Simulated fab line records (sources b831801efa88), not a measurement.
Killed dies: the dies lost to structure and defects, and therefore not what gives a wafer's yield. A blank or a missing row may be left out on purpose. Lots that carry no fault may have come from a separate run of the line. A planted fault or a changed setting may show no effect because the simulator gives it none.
fab line records ; flow sky130
record: lots: 6; wafers: 18; lastDay: 50
route steps=708 shown PWDE@46 NWELL@56
lots that met no fault: taken from a fault-free run of the same line
startH: the number of hours between the record's first day and the start of the first shown wafer of the lot ; waitH: how many hours have passed since the lot's step before this one ; " unchanged from the row above ; L1.1+2: a single row standing in for several wafers ; - no value present, or no start provided ; * or withheld: withheld ; < > ~ a bound
route shown NAME@n: NAME is a module with steps in the file, n the number in the route of the first one ; usual: mean and standard deviation over wafers with no fault ; same: alike in all rows ; chamber/n: place in a boat ; sites: per-site readings ; _std_site: standard deviation across them ; _edge_site: inner sites' mean taken away from outer sites' mean ; radiusMm: how far each site lies from the wafer's centre ; mask NAME#n: copy n ; behind: the tool/chamber that last shaped the wafer ; hold: the reason the lot was held/the length of the hold in hours/how it ended ; device: names the non-switching transistor (n, p or np) ; end of line: tests run on the same wafers once the route is complete ; for a step that has no rows: nothing shown but its recipe ; killed: not the wafer's yield, but the dies lost to structure and defects at the first sort ; map: the dies of a wafer, with x for killed, . for not killed, _ for no die there
set.NAME: the run value of the setting; set.NAME@STEP: its run value at that earlier step ; model.NAME: the simulator's own value behind a step, which no gauge read
certain route steps with their lots: each step a table, each wafer a row
services: a tool's chamber out of use, with start hour (startH, from the record's first day; less than 0 if before it), hours out, and reason
== steps ==
step: SKY_PWDE_HMDS_01
recipe: primeTimeS: 60; primeTempC: 120
step: SKY_PWDE_COAT_02
recipe: spinRpm: 2000; resistThkNm: 3000
step: SKY_PWDE_SOFTBAKE_03
recipe: tempC: 110; timeS: withheld
step: SKY_PWDE_EXPOSE_04
recipe: maskId: PWDEM; na: 0.6; sourceShape: conventional; sigmaOuter: 0.6; polarization: unpolarized; targetCdNm: 840; doseMj: 214
step: SKY_PWDE_PEB_05
recipe: tempC: 115; timeS: withheld
step: SKY_PWDE_DEVELOP_06
recipe: wallAngleDeg: 90; developer: TMAH; developTimeS: 60; devTempC: 23
step: SKY_PWDE_OVL_MEAS_07
usual: PWDE_OVL: 0.0/1.4
lot.wafer;tool;chamber;startH;waitH;PWDE_OVL[nm]
L186.3;overlay-02;-;111.84;-;-0.3
L186.4;overlay-02;-;111.84;-;1.1
L186.5;overlay-02;-;111.84;-;1.6
L190.2;overlay-02;-;134.28;-;-2.6
L190.3;overlay-02;-;134.28;-;0.3
L190.6;overlay-02;-;134.28;-;-1.9
L197.3;overlay-02;-;175.95;-;1.5
L197.5;overlay-02;-;175.95;-;1.2
L197.6;overlay-02;-;175.95;-;3.4
L198.2;overlay-02;-;183.28;-;2.9
L198.3;overlay-02;-;183.28;-;-0.4
L198.6;overlay-02;-;183.28;-;3.2
L199.1;overlay-01;-;189.94;-;-2.1
L199.5;overlay-01;-;189.94;-;-1.2
L199.6;overlay-01;-;189.94;-;-0.4
L201.2;overlay-02;-;203.53;-;-1.0
L201.3;overlay-02;-;203.53;-;0.1
L201.5;overlay-02;-;203.53;-;-1.1
step: SKY_PWDE_IMPLANT_08
recipe: species: B; energyKev: 150; doseCm2: 3.6e+12; tiltDeg: withheld
step: SKY_PWDE_STRIP_09
recipe: chemistry: O2/N2; powerW: 1400; pressureMtorr: 1500; platenTempC: withheld; o2FlowSccm: 3000; n2FlowSccm: 300; overashFraction: 0.5
usual: drypumpMotorCurrentA: 5.7/0.34; oesProductAu: 0.723/0.0044; stripTimeToEndpointS: 37.00/0.11
lot.wafer;tool;chamber;startH;waitH;drypumpMotorCurrentA;oesProductAu;rfHoursCounterH;stripTimeToEndpointS
L186.3;plasmaAsher-01;0;112.04;0.1;5.6;0.717;-;36.91
L186.4;plasmaAsher-01;1;112.04;0.1;5.7;0.730;-;36.92
L186.5;plasmaAsher-01;0;112.04;0.1;5.6;0.726;-;36.97
L190.2;plasmaAsher-04;1;134.46;0.1;5.9;0.722;45;37.01
L190.3;plasmaAsher-04;0;134.46;0.1;5.6;0.722;-;37.00
L190.6;plasmaAsher-04;1;134.46;0.1;5.9;0.725;-;36.99
L197.3;plasmaAsher-04;0;176.16;0.1;5.6;0.721;-;37.09
L197.5;plasmaAsher-04;1;176.16;0.1;5.9;0.721;-;37.10
L197.6;plasmaAsher-04;0;176.16;0.1;5.6;0.724;-;37.13
L198.2;plasmaAsher-02;1;183.46;0.1;5.1;0.728;39;37.01
L198.3;plasmaAsher-02;1;183.46;0.1;5.1;0.723;-;37.11
L198.6;plasmaAsher-02;0;183.46;0.1;6.6;0.718;-;37.06
L199.1;plasmaAsher-04;1;190.13;0.1;5.9;0.717;50;36.78
L199.5;plasmaAsher-04;1;190.13;0.1;5.9;0.720;-;36.79
L199.6;plasmaAsher-04;0;190.13;0.1;5.6;0.725;-;36.95
L201.2;plasmaAsher-01;0;203.71;0.1;5.7;0.721;49;36.99
L201.3;plasmaAsher-01;0;203.71;0.1;5.6;0.725;-;36.95
L201.5;plasmaAsher-01;0;203.71;0.1;5.7;0.722;-;37.04
step: SKY_PWDE_TW_MEAS_10
usual: PWDE_TW: 371/3.2
lot.wafer;tool;chamber;startH;waitH;PWDE_TW
L186.3;filmMetro-01;-;112.13;0.1;375
L186.4;filmMetro-01;-;112.13;0.1;376
L186.5;filmMetro-01;-;112.13;0.1;376
L190.2;filmMetro-01;-;134.57;0.1;373
L190.3;filmMetro-01;-;134.57;0.1;373
L190.6;filmMetro-01;-;134.57;0.1;372
L197.3;filmMetro-03;-;176.25;0.1;375
L197.5;filmMetro-03;-;176.25;0.1;374
L197.6;filmMetro-03;-;176.25;0.1;373
L198.2;filmMetro-01;-;183.57;0.1;374
L198.3;filmMetro-01;-;183.57;0.1;371
L198.6;filmMetro-01;-;183.57;0.1;372
L199.1;filmMetro-03;-;190.23;0.1;375
L199.5;filmMetro-03;-;190.23;0.1;376
L199.6;filmMetro-03;-;190.23;0.1;375
L201.2;filmMetro-02;-;203.82;0.1;368
L201.3;filmMetro-02;-;203.82;0.1;370
L201.5;filmMetro-02;-;203.82;0.1;368
step: SKY_NWELL_DEHYDRATE_03
recipe: tempC: 200; timeS: 60
step: SKY_NWELL_HMDS_04
recipe: primeTimeS: 60; primeTempC: 120
step: SKY_NWELL_COAT_05
recipe: spinRpm: 2000; resistThkNm: 3000
lot.wafer;tool;chamber;startH;waitH;model.coat_of_NWELL_COAT_05.thkNm
L186.3;lithoTrack-02;0;121.74;0.1;3012
L186.4;lithoTrack-02;0;121.74;0.1;3015
L186.5;lithoTrack-02;0;121.74;0.1;3010
L190.2;lithoTrack-01;0;144.24;0.1;2996
L190.3;lithoTrack-01;0;144.24;0.1;2983
L190.6;lithoTrack-01;0;144.24;0.1;3001
L197.3;lithoTrack-01;0;186.02;0.1;2997
L197.5;lithoTrack-01;0;186.02;0.1;1057
L197.6;lithoTrack-01;0;186.02;0.1;2988
L198.2;lithoTrack-01;0;193.34;0.1;1062
L198.3;lithoTrack-01;0;193.34;0.1;3004
L198.6;lithoTrack-01;0;193.34;0.1;3016
L199.1;lithoTrack-02;0;201.14;0.1;3031
L199.5;lithoTrack-02;0;201.14;0.1;3004
L199.6;lithoTrack-02;0;201.14;0.1;3011
L201.2;lithoTrack-03;0;213.80;0.1;3000
L201.3;lithoTrack-03;0;213.80;0.1;3011
L201.5;lithoTrack-03;0;213.80;0.1;2997
step: SKY_NWELL_SOFTBAKE_06
recipe: tempC: 110; timeS: withheld
step: SKY_NWELL_EXPOSE_07
recipe: maskId: NWM; na: 0.6; sourceShape: conventional; sigmaOuter: 0.6; polarization: unpolarized; targetCdNm: 840; doseMj: 255
step: SKY_NWELL_PEB_08
recipe: tempC: 115; timeS: withheld
step: SKY_NWELL_DEVELOP_09
recipe: wallAngleDeg: 90; developer: TMAH; developTimeS: 60; devTempC: 23
usual: developerTempC: 22.99/0.11
lot.wafer;tool;chamber;startH;waitH;developerTempC;model.coat_of_NWELL_COAT_05.thkNm
L186.3;lithoTrack-02;0;-;-;22.94;3008
L186.4;lithoTrack-02;0;-;-;23.14;3011
L186.5;lithoTrack-02;0;-;-;23.17;3006
L190.2;lithoTrack-02;0;-;-;23.13;2992
L190.3;lithoTrack-02;0;-;-;23.01;2979
L190.6;lithoTrack-02;0;-;-;23.24;2996
L197.3;lithoTrack-03;0;-;-;22.99;2993
L197.5;lithoTrack-03;0;-;-;23.06;1053
L197.6;lithoTrack-03;0;-;-;23.04;2983
L198.2;lithoTrack-01;0;-;-;23.00;1057
L198.3;lithoTrack-01;0;-;-;23.04;2999
L198.6;lithoTrack-01;0;-;-;22.93;3012
L199.1;lithoTrack-03;0;-;-;23.00;3027
L199.5;lithoTrack-03;0;-;-;22.95;3000
L199.6;lithoTrack-03;0;-;-;22.98;3007
L201.2;lithoTrack-03;0;-;-;22.99;2995
L201.3;lithoTrack-03;0;-;-;22.73;3006
L201.5;lithoTrack-03;0;-;-;22.83;2992
step: SKY_NWELL_OVL_MEAS_10
usual: NWELL_00_OVL: 0.1/1.5
lot.wafer;tool;chamber;startH;waitH;NWELL_00_OVL[nm]
L186.3;overlay-01;-;130.00;-;-0.8
L186.4;overlay-01;-;130.00;-;0.9
L186.5;overlay-01;-;130.00;-;0.1
L190.2;overlay-02;-;153.95;-;0.9
L190.3;overlay-02;-;153.95;-;2.8
L190.6;overlay-02;-;153.95;-;2.3
L197.3;overlay-01;-;197.09;-;-1.0
L197.5;overlay-01;-;197.09;-;1.9
L197.6;overlay-01;-;197.09;-;0.3
L198.2;overlay-01;-;204.92;-;1.7
L198.3;overlay-01;-;204.92;-;2.4
L198.6;overlay-01;-;204.92;-;-0.6
L199.1;overlay-01;-;212.22;-;1.0
L199.5;overlay-01;-;212.22;-;0.7
L199.6;overlay-01;-;212.22;-;1.2
L201.2;overlay-02;-;225.33;-;0.2
L201.3;overlay-02;-;225.33;-;0.1
L201.5;overlay-02;-;225.33;-;-1.9
step: SKY_NWELL_IMPLANT_11
recipe: species: P; energyKev: 400; doseCm2: 1.9e+13; tiltDeg: withheld
step: SKY_NWELL_IMPLANT_12
recipe: species: P; energyKev: 120; doseCm2: 1.3e+12; tiltDeg: withheld
step: SKY_NWELL_IMPLANT_13
recipe: species: P; energyKev: 50; doseCm2: 7e+11; tiltDeg: withheld
step: SKY_NWELL_STRIP_14
recipe: chemistry: O2/N2; powerW: 1400; pressureMtorr: 1500; platenTempC: withheld; o2FlowSccm: 3000; n2FlowSccm: 300; overashFraction: 0.5
usual: drypumpMotorCurrentA: 5.73/0.17; oesProductAu: 0.722/0.0045; stripTimeToEndpointS: 36.95/0.097
lot.wafer;tool;chamber;startH;waitH;drypumpMotorCurrentA;oesProductAu;rfHoursCounterH;stripTimeToEndpointS
L186.3;plasmaAsher-01;0;130.51;0.1;5.64;0.725;-;37.05
L186.4;plasmaAsher-01;1;130.51;0.1;5.64;0.726;-;37.10
L186.5;plasmaAsher-01;0;130.51;0.1;5.66;0.720;-;37.05
L190.2;plasmaAsher-01;0;154.43;0.1;5.66;0.724;44;36.86
L190.3;plasmaAsher-01;0;154.43;0.1;5.65;0.720;-;36.73
L190.6;plasmaAsher-01;0;154.43;0.1;5.64;0.723;-;36.91
L197.3;plasmaAsher-01;0;197.59;0.1;5.66;0.718;-;36.88
L197.5;plasmaAsher-01;0;197.59;0.1;5.66;0.710;-;14.10
L197.6;plasmaAsher-01;1;197.59;0.1;5.66;0.727;-;36.76
L198.2;plasmaAsher-04;0;205.40;0.1;5.57;0.720;51;14.17
L198.3;plasmaAsher-04;1;205.40;0.1;5.90;0.722;-;36.97
L198.6;plasmaAsher-04;1;205.40;0.1;5.91;0.722;-;37.11
L199.1;plasmaAsher-03;0;212.71;0.1;6.16;0.718;9;37.28
L199.5;plasmaAsher-03;1;212.71;0.1;5.77;0.720;-;36.95
L199.6;plasmaAsher-03;0;212.71;0.1;6.18;0.722;-;37.05
L201.2;plasmaAsher-04;0;225.81;0.1;5.54;0.727;54;36.91
L201.3;plasmaAsher-04;1;225.81;0.1;5.89;0.719;-;37.04
L201.5;plasmaAsher-04;0;225.81;0.1;5.53;0.724;-;36.90
step: SKY_NWELL_TW_MEAS_15
usual: NWELL_TW: 1805/18
lot.wafer;tool;chamber;startH;waitH;NWELL_TW
L186.3;filmMetro-03;-;130.60;0.1;1800
L186.4;filmMetro-03;-;130.60;0.1;1801
L186.5;filmMetro-03;-;130.60;0.1;1806
L190.2;filmMetro-03;-;154.54;0.1;1802
L190.3;filmMetro-03;-;154.54;0.1;1811
L190.6;filmMetro-03;-;154.54;0.1;1806
L197.3;filmMetro-02;-;197.68;0.1;1791
L197.5;filmMetro-02;-;197.68;0.1;1790
L197.6;filmMetro-02;-;197.68;0.1;1784
L198.2;filmMetro-03;-;205.51;0.1;1820
L198.3;filmMetro-03;-;205.51;0.1;1808
L198.6;filmMetro-03;-;205.51;0.1;1808
L199.1;filmMetro-03;-;212.81;0.1;1808
L199.5;filmMetro-03;-;212.81;0.1;1810
L199.6;filmMetro-03;-;212.81;0.1;1810
L201.2;filmMetro-02;-;225.92;0.1;1781
L201.3;filmMetro-02;-;225.92;0.1;1777
L201.5;filmMetro-02;-;225.92;0.1;1780
== services ==
tool;chamber;startH;hours;kind
plasmaAsher-03;-;108.75;9.0;pm
plasmaAsher-03;0;108.75;9.0;ventCycle
plasmaAsher-03;1;108.75;9.0;ventCycle
plasmaAsher-03;0;117.75;-;clean
plasmaAsher-03;1;117.75;-;clean
plasmaAsher-03;-;181.77;3.6;repair
plasmaAsher-01;-;205.88;26.2;repair
== key ==
firstSign: step: SKY_NWELL_STRIP_14; reading: stripTimeToEndpointS; direction: down; sigmas: 99+; usual: *; struck: *
effect none on later readings
modelEffect: step: SKY_NWELL_COAT_05; value: coat_of_NWELL_COAT_05.thkNm; without: 3003; struck: 1059
modelEffect: step: SKY_NWELL_DEVELOP_09; value: coat_of_NWELL_COAT_05.thkNm; without: 2998; struck: 1055
metAt SKY_NWELL_COAT_05
struckWafers L197.5,L198.2
sortLeftOut L197.5,L198.2
testerLeftOut L197,L198
onsetBetween 144.24 186.02
fault: kind: processParameterDrift; tool: lithoTrack-01; chamber: -; onsetH: 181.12; steps: SKY_NWELL_COAT_05; channel: resistThkNm; offset: -1941.7; shape: step; endH: 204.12; scope: struckWafersOnly; actsIn: theseRecipesOnly; stated: 3000
testerLeftOut: of these lots the tester's yield and bins aren't shown, on N5 and GAA mostly nor the transistor test; their killed dies are dies lost to structure and defects alone, not to doping, threshold or leakage, so they don't give the yield
sortLeftOut: the simulated sort isn't trusted on such a fault, so these wafers' sort isn't shown, and their yield isn't known
